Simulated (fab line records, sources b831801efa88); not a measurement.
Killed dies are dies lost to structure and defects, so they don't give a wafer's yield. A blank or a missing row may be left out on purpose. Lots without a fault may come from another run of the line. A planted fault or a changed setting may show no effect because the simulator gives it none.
A struck lot beside a sound one | flow sky130 | 17 steps out of a route of 708
Sound: wafers L208.2, L208.3, L208.5. Struck: wafers L216.1, L216.3, L216.4. The cause comes at the end.
At each step with rows: each side's tool, then ch and its chambers, then its first start. Under that, the readings that differ: sound wafers | struck wafers | difference of the means | sigmas: that difference in standard deviations of wafers without a fault.
alike: readings whose means differ by less than 2 such deviations, and words and numbers that are the same on both sides. not compared: withheld readings, readings that some wafer has no value for, bounds like >300 that may hide the same value, and numbers for which the record gives no deviation and whose values overlap.
The two part at a step that has a row with sigmas, a row that says differs or no value, or rows on one side only. Numbers that don't overlap but have no deviation are shown without sigmas and don't part them. A reading that every wafer of one side lacks parts them only if that side has two wafers or more.

first, 5 steps without rows for these wafers: SKY_SD_N_COAT_02 (resist thk 1140 nm); SKY_SD_N_SOFTBAKE_03 (time 60 s); SKY_SD_N_EXPOSE_04 (exposes mask NSDM, target cd 380 nm); SKY_SD_N_PEB_05; SKY_SD_N_DEVELOP_06 (develop time 60 s).
SKY_SD_N_CD_MEAS_07: target cd 380 nm.
  sound on cd_sem-01, day 30 22:15; struck on cd_sem-02, day 33 13:53
  alike: cd_nm
SKY_SD_N_OVL_MEAS_08:
  sound on overlay-02, day 30 22:22; struck on overlay-02, day 33 14:01
  alike: SD_N_OVL
then, 2 steps without rows for these wafers: SKY_SD_N_IMPLANT_09; SKY_SD_N_IMPLANT_10.
SKY_SD_N_STRIP_11: strips in O2/N2.
  sound on plasma_asher-01 ch 0,1, day 30 22:41; struck on plasma_asher-04 ch 0,1, day 33 14:21
  alike: drypump_motor_current_A, oes_product_au, strip_time_to_endpoint_s
  not compared: rf_hours_counter_h
SKY_SD_N_TW_MEAS_12:
  sound on film_metro-02, day 30 22:48; struck on film_metro-01, day 33 14:27
  alike: SD_N_TW
then, 1 step without rows for these wafers: SKY_SD_N_CLEAN_13 (cleans in SC1/SC2, time 150 s).
SKY_SD_N_RTA_14: time 2 s.
  sound on rtp_anneal-02 ch 0, day 30 22:55; struck on rtp_anneal-02 ch 0, day 33 14:34
  reading            | sound                | struck               | difference | sigmas
  lamp_power_pct (%) | 15.68 15.78 15.74    | 15.28 15.26 15.35    | -0.44      | -8
  wafer_temp_C_max   | 1077.2 1078.8 1077.2 | 1055.8 1056.7 1056.6 | -21.4      | -18
SKY_SD_N_RS_MEAS_16: measures by four-point-probe.
  sound on film_metro-01, day 30 23:05; struck on film_metro-03, day 33 14:44
  reading          | sound             | struck            | difference | sigmas
  SD_N_RS (ohm/sq) | 68.75 68.78 68.61 | 71.54 71.63 71.86 | +2.96      | +27
SKY_SD_N_RS_MEAS_17: measures by four-point-probe.
  sound on film_metro-01, day 30 23:13; struck on film_metro-03, day 33 14:51
  reading          | sound             | struck            | difference | sigmas
  SD_P_RS (ohm/sq) | 147.7 147.4 147.8 | 165.4 165.6 165.9 | +18.0      | +50
SKY_SD_N_RS_MEAS_18: measures by four-point-probe.
  sound on film_metro-01, day 30 23:20; struck on film_metro-03, day 33 14:58
  alike: RES_XHIGH_RS
-- the record jumps here: 16 days lie between the struck wafers' starts before and after (it left off in module SD_N and takes up again in module PAD_OPEN, whose first step shown is number 708 of the route) --
SKY_PAD_OPEN_PROBE_99:
  sound on prober-02, day 48 03:07; struck on prober-02, day 49 17:27
  reading                                | sound             | struck            | difference | sigmas
  model.etest.res_xhigh_po.line_ohm_um   | 5704 5654 5786    | 6804 6913 6544    | +1039      |
  model.etest.res_xhigh_po.rs_ohm_sq     | 1958 2020 2029    | 2388 2457 2296    | +378       |
  model.etest.pfet_01v8.r_on_ohm_um      | 2920 2993 3030    | 3157 3203 3198    | +205       |
  model.etest.res_pdiff.line_ohm_um      | 1361 1386 1390    | 1554 1562 1574    | +184       |
  model.etest.res_high_po.line_ohm_um    | 760.9 737.6 757.6 | 855.9 886.7 842.8 | +109.8     |
  model.etest.pfet_g5v0d10v5.r_on_ohm_um | 4686 4717 4776    | 4843 4850 4844    | +119       |
  model.etest.licon_high_po.rc_ohm       | 353.3 345.9 343.1 | 439.6 447.8 427.4 | +90.8      |
  alike: killed_at_M0_to_M3, killed_at_M4_up, killed_at_contacts, killed_at_front_end, killed_at_other, killed_dies, killed_open, killed_short
  not compared: model.etest.tip_p.rs_ohm_sq

WHERE THEY PART
First at SKY_SD_N_RTA_14; last, within this record, at SKY_SD_N_RS_MEAS_17. Later steps at which nothing parts them and some readings are alike: SKY_SD_N_RS_MEAS_18, SKY_PAD_OPEN_PROBE_99.

WHY: what the simulator had put in
Process parameter drift: rtp_anneal-02, from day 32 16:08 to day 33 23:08, at SKY_SD_N_RTA_14. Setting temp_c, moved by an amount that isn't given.
